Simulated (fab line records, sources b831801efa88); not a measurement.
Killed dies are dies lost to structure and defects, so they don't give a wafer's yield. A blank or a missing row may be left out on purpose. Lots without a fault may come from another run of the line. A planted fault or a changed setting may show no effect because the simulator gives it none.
Problem report in the 8D (eight disciplines) form, filled by code | flow gf180mcu | the parts of the form that need people (team, actions taken, sign-off) are left out

1. THE PROBLEM
NWELL_TW at GF_NWELL_TW_MEAS_11 reads a mean of 1759 on 6 wafers of 2 lots; wafers without a fault read 1579 with a standard deviation of 18. That is +10 standard deviations from the usual mean.
First seen on wafer L669.1, day 6 00:47, on film_metro-04. The record holds 39 wafers of 13 lots with a number at this step. Rule for "out", or "out of limits": more than 4 standard deviations from the usual mean. The other wafers with a number count as sound.

2. WHAT IT IS AND WHAT IT IS NOT
question                    | is                           | is not
which readings at this step | NWELL_TW                     | -
which lots                  | L669, L670                   | L660, L662, L665, L666, L667, L671, L672, L674, L675, L678, L680
which wafers of those lots  | all that have a number       | -
read on which gauges        | film_metro-01, film_metro-04 | film_metro-02
when                        | from day 6 00:47             | up to then (15 sound wafers); but 18 sound wafers of L671, L672, L674, L675, L678, L680 came after

3. SUSPECTS, AND WHAT RULES EACH OUT
Counting: a tool at a process step up to the reading stays a suspect if it ran every lot that is out and no sound lot after the first of them.
- the gauge at GF_NWELL_TW_MEAS_11: ruled out. The wafers that are out were read on 2 gauges (film_metro-01, film_metro-04).
- implanter-01 at GF_NWELL_IMPLANT_08: kept. It ran every lot that is out, first L669 (day 6 00:23), and no sound lot after that; its last sound lot up to then is L667 (day 5 14:29). Its own readings are out on those wafers: tilt_deg.
Left after counting: implanter-01 at GF_NWELL_IMPLANT_08.

4. THE CAUSE (what the simulator had put in)
Process parameter drift: implanter-01, from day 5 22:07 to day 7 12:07, at GF_NWELL_IMPLANT_08. Setting tilt_deg, moved by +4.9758, from 0. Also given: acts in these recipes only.
Counting left only this tool.

5. THE CHAIN OF EFFECTS, in route order
Each row: a reading whose mean over the struck wafers that have a number lies more than 3 standard deviations from the usual. Only readings for which the record gives a usual standard deviation are gone through. hours: the time from each lot's start at the first step in this table that gives one to its start at this step, as a median over the lots. sigmas: the change in usual standard deviations.
hours | step                     | reading  | usual         | on struck wafers | change | sigmas
0     | GF_NWELL_IMPLANT_08      | tilt_deg | 0.002 degrees | 4.989            | +4.987 | +99 or more
0     | GF_NWELL_TW_MEAS_11      | NWELL_TW | 1579          | 1759             | +180   | +10
116   | GF_VT_IMPLANT_RS_MEAS_47 | NWELL_RS | 487.6 ohm/sq  | 649.1            | +161.5 | +99 or more
The process steps in it:
- GF_NWELL_IMPLANT_08
Later measuring or inspecting steps at which every struck wafer that the step has a row for has a number for every such reading, and none has moved that far: GF_LVPWELL_OVL_MEAS_07.

6. WHAT WOULD HAVE CAUGHT IT SOONER
In this record the first reading out of limits at a measuring or inspecting step was taken at day 6 00:47, 3 hours after the fault began at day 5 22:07.
The tool's own readings at GF_NWELL_IMPLANT_08 were out on every struck wafer that the step has a row for (tilt_deg): an alarm limit on them would have fired on the first of those.
Of the lots that are out (2), L670 began GF_NWELL_IMPLANT_08 on implanter-01 after day 6 00:47. A hold on the tool at that time would have spared it.
